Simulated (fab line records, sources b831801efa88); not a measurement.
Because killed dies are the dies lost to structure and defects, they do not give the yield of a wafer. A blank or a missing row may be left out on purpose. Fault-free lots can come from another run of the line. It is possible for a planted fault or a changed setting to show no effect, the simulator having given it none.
Which tool was responsible?    flow sky130    11 lots with 33 wafers sampled at 3 steps, on a route of 708 steps

WHAT THE GAUGES READ, wafer by wafer
SKY_METAL3_OVL_MEAS_14. Usual: METAL3_OVL -2 nm, standard deviation 5.4.
lot   measured      on          METAL3_OVL (nm)  flag
L293  day 38 07:28  overlay-01  3 4 2            
L294  day 39 10:00  overlay-01  -2 -8 -9         
L299  day 40 14:28  overlay-01  1 1 2            
L301  day 41 01:34  overlay-01  1 -14 -3         
L302  day 41 12:07  overlay-01  -1 0 -6          
L303  day 41 19:35  overlay-01  -2 -1 -8         
L304  day 42 04:55  overlay-01  -1 -1 3          
L305  day 42 13:55  overlay-02  5 -5 -2          
L312  day 44 09:28  overlay-02  -9 -9 -12        
L314  day 44 12:17  overlay-02  9 -2 5           
L316  day 45 03:45  overlay-02  -1 1 -9          

WHAT TOOL EACH LOT RAN ON (gives the tool, then ch and the chambers of the sampled wafers, and finally the start)
lot   SKY_METAL3_SPUTTER_04         SKY_CAPM_METAL_ETCH_13
L293  pvd-sputter-01, day 36 02:56  rie-metal-04 ch 0,1, day 37 05:11
L294  pvd-sputter-04, day 37 06:13  rie-metal-04 ch 0,1, day 38 08:16
L299  pvd-sputter-04, day 38 11:49  rie-metal-04 ch 0,1, day 39 12:43
L301  pvd-sputter-04, day 38 23:26  rie-metal-02 ch 0,1, day 40 00:41
L302  pvd-sputter-01, day 39 11:08  rie-metal-01 ch 0,1, day 40 12:08
L303  pvd-sputter-04, day 39 17:58  rie-metal-04 ch 1, day 40 18:59
L304  pvd-sputter-01, day 40 04:07  rie-metal-02 ch 0,1, day 41 04:44
L305  pvd-sputter-01, day 40 12:32  rie-metal-04 ch 0,1, day 41 12:41
L312  pvd-sputter-01, day 42 11:19  rie-metal-04 ch 0, day 43 10:46
L314  pvd-sputter-04, day 42 13:29  rie-metal-01 ch 1, day 43 12:58
L316  pvd-sputter-03, day 43 06:21  rie-metal-02 ch 0,1, day 44 04:46
- SKY_METAL3_SPUTTER_04: material TiN, target thk 70 nm, time 58.3 s.
- SKY_CAPM_METAL_ETCH_13: etches TiN in Cl2/BCl3, stops on SiO2, target depth 220 nm, time 62.9 s.

WHAT THE TOOLS THEMSELVES READ (means of the sampled wafers that have a number; where no wafer has one, the mark that the record gives instead)
SKY_METAL3_SPUTTER_04. Usual: throttle-valve-pct reads 30.1 % (standard deviation 0.83).
lot   tool            throttle-valve-pct (%)  flag
L293  pvd-sputter-01  30.2                    
L294  pvd-sputter-04  30.6                    
L299  pvd-sputter-04  30.1                    
L301  pvd-sputter-04  30.7                    
L302  pvd-sputter-01  29.3                    
L303  pvd-sputter-04  30.3                    
L304  pvd-sputter-01  29.5                    
L305  pvd-sputter-01  30.3                    
L312  pvd-sputter-01  30.3                    
L314  pvd-sputter-04  30.1                    
L316  pvd-sputter-03  29.9                    

SKY_CAPM_METAL_ETCH_13. Usual: drypump-motor-current-A 5.5 A, standard deviation 0.48; oes-product-au 0.942 a.u., standard deviation 0.0074; throttle-valve-pct 21.901 %, standard deviation 0.0097.
lot   tool          drypump-motor-current-A (A)  oes-product-au (a.u.)  throttle-valve-pct (%)  flag
L293  rie-metal-04  5.6                          0.939                  21.911                  
L294  rie-metal-04  5.6                          0.948                  21.903                  
L299  rie-metal-04  6.0                          0.940                  21.903                  
L301  rie-metal-02  5.3                          0.943                  21.897                  
L302  rie-metal-01  5.2                          0.937                  21.900                  
L303  rie-metal-04  5.3                          0.934                  21.916                  
L304  rie-metal-02  5.3                          0.938                  21.905                  
L305  rie-metal-04  6.0                          0.949                  21.900                  
L312  rie-metal-04  6.3                          0.948                  21.893                  
L314  rie-metal-01  4.9                          0.943                  21.899                  
L316  rie-metal-02  5.3                          0.944                  21.895                  

THE ANSWER, worked out from the rows above alone
Rule: lot off if the mean of its wafers having a number is beyond 3 standard deviations from the usual mean. A lot without any number at a reading at which 4 lots or more have one is off too. Any other lot the step has rows for is counted as sound. The gauges are gone through in route order, then the tools' own readings, and for those a lot's mean is taken as printed above. The first step at which some lot is off is used, and at that step the reading that is off furthest; a lot without a number counts as furthest.
No lot is off on any of the readings shown, so nothing can be concluded from this.

WHAT THE SIMULATOR HAD INSERTED
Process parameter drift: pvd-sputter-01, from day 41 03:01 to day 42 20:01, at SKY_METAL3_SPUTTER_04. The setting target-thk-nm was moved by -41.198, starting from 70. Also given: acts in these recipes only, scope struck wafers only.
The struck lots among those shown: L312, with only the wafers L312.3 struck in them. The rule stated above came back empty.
